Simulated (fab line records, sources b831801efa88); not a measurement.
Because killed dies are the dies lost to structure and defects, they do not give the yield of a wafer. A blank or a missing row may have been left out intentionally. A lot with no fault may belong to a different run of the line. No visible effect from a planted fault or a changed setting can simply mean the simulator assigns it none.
Which tool was responsible? / flow gf180mcu / Sampling: 6 lots, 18 wafers, 3 of 602 route steps

WHAT EACH GAUGE READ, for each wafer
GF_LVPWELL_OVL_MEAS_07.
lot=L618; measured=day 4 13:08; on=overlay-02; LVPWELL_OVL (nm)=0.1 -2.6 -1.5
lot=L622; measured=day 5 09:23; on=overlay-01; LVPWELL_OVL (nm)=-1.8 -3.2 -2.3
lot=L627; measured=day 6 18:18; on=overlay-02; LVPWELL_OVL (nm)=-1.8 -1.3 -0.6
lot=L629; measured=day 7 03:41; on=overlay-01; LVPWELL_OVL (nm)=2.8 -0.6 0.7
lot=L634; measured=day 8 07:35; on=overlay-02; LVPWELL_OVL (nm)=-1.2 -2.1 -0.5
lot=L637; measured=day 8 22:16; on=overlay-01; LVPWELL_OVL (nm)=1.7 -0.9 -0.4

EACH LOT AND THE TOOL THAT RAN IT (in order: tool; ch and the chambers of the sampled wafers; start)
lot=L618; GF_STI_ETCH_14=rie si-01 ch 2,3, day 2 16:45; GF_STI_CMP_25=cmp-02 ch 0,3, day 2 18:44
lot=L622; GF_STI_ETCH_14=rie si-01 ch 0,2,3, day 3 13:09; GF_STI_CMP_25=cmp-02 ch 1,2,3, day 3 15:06
lot=L627; GF_STI_ETCH_14=rie si-02 ch 0,3, day 4 15:57; GF_STI_CMP_25=cmp-01 ch 1,3, day 4 19:27
lot=L629; GF_STI_ETCH_14=rie si-02 ch 0,2,3, day 5 02:29; GF_STI_CMP_25=cmp-01 ch 1,2,3, day 5 04:20
lot=L634; GF_STI_ETCH_14=rie si-02 ch 0,3, day 6 02:57; GF_STI_CMP_25=cmp-02 ch 0,1,2, day 6 04:49
lot=L637; GF_STI_ETCH_14=rie si-02 ch 0,1, day 6 18:09; GF_STI_CMP_25=cmp-01 ch 0,1,3, day 6 20:00
- GF_STI_ETCH_14: etches Si in HBr/Cl2/O2, target depth 360 nm, time 102.9 s.
- GF_STI_CMP_25: polishes, stops on Si3N4, t overpolish 33 s, target thk 524.6 nm.

THE ANSWER, worked out from the rows above alone
Rule: the usual values come from the lots themselves. The widest of any qualifying gaps counts: lots, ordered by their means at a reading, are off when they make up no more than a third of the lots, leave a main group of 4 or more, and stand apart from it by 3 or more times the standard deviation of that group's means. A main group whose means are all the same, to the digits that the tables above print for the reading, isn't used. Also off: a lot with no number at a reading for which 4 or more lots have one. The other lots that the step has rows for count as sound.
Nothing can be told from this: no lot is off at any reading shown.

WHAT THE SIMULATOR HAD INSERTED
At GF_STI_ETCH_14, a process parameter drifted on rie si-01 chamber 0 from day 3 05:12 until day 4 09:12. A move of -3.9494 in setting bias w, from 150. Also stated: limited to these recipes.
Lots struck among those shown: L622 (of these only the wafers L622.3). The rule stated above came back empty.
